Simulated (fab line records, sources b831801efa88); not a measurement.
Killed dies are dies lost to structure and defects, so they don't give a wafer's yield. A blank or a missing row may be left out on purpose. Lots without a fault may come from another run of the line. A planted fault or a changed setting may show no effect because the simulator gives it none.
Which tool did it? | flow sky130 | 11 lots, 33 wafers sampled, at 2 steps of a route of 708

WHAT THE GAUGES READ, wafer by wafer
SKY_VIA4_OVL_MEAS_11.
lot  | measured     | on         | VIA4_OVL (nm)
L460 | day 44 20:09 | overlay-01 | 0.2 -0.1 -0.1
L461 | day 44 23:13 | overlay-01 | -0.7 1.3 -0.1
L462 | day 45 03:20 | overlay-02 | 1.1 0.7 1.5
L464 | day 46 04:46 | overlay-02 | 1.8 1.1 2.5
L465 | day 46 10:52 | overlay-01 | 0.7 -0.5 0.7
L468 | day 46 17:36 | overlay-01 | -2.2 -1.5 -3.5
L471 | day 47 08:42 | overlay-02 | -0.2 -0.6 -0.7
L472 | day 47 13:52 | overlay-02 | 0.3 1.5 -0.2
L473 | day 48 03:33 | overlay-01 | -1.0 2.5 -0.4
L474 | day 48 05:22 | overlay-02 | 1.1 1.3 0.9
L475 | day 48 09:38 | overlay-01 | 1.1 2.3 2.4

SKY_VIA4_THK_MEAS_20: measures by xrf.
lot  | measured     | on            | VIA4_W_THK (nm)
L460 | day 44 21:13 | film_metro-04 | 504 509 499
L461 | day 45 00:15 | film_metro-01 | 512 514 517
L462 | day 45 04:25 | film_metro-02 | 506 505 507
L464 | day 46 05:49 | film_metro-01 | 520 526 507
L465 | day 46 11:54 | film_metro-04 | 508 495 508
L468 | day 46 18:39 | film_metro-01 | 514 504 513
L471 | day 47 09:44 | film_metro-01 | 515 512 516
L472 | day 47 14:57 | film_metro-02 | 516 515 519
L473 | day 48 04:42 | film_metro-04 | 500 506 502
L474 | day 48 06:24 | film_metro-02 | 516 513 507
L475 | day 48 10:43 | film_metro-01 | 512 510 505

WHICH TOOL RAN EACH LOT (tool, then ch and the chambers of the sampled wafers, then the start)
The record holds no process step before these readings.

WHAT THE TOOLS THEMSELVES READ (means of the sampled wafers that have a number; where no wafer has one, the mark that the record gives instead)
The record holds no such reading with a usual standard deviation.

THE ANSWER, worked out from the rows above alone
Rule: what is usual is taken from the lots themselves. Put in order of their means at a reading, lots are off if they are a third of the lots or fewer, leave a main group of 4 or more, and stand apart from it by a gap of 3 or more times the standard deviation of the main group's means; of several such gaps the widest counts. A main group whose means are all the same, to the digits that the tables above print for the reading, isn't used. A lot without any number at a reading at which 4 lots or more have one is off too. The other lots that the step has rows for count as sound. The gauges are gone through in route order, then the tools' own readings, and for those a lot's mean is taken as printed above. The first step at which some lot is off is used, and at that step the reading that is off furthest; a lot without a number counts as furthest.
No lot is off at any reading shown: from this, nothing can be told.

WHAT THE SIMULATOR HAD PUT IN
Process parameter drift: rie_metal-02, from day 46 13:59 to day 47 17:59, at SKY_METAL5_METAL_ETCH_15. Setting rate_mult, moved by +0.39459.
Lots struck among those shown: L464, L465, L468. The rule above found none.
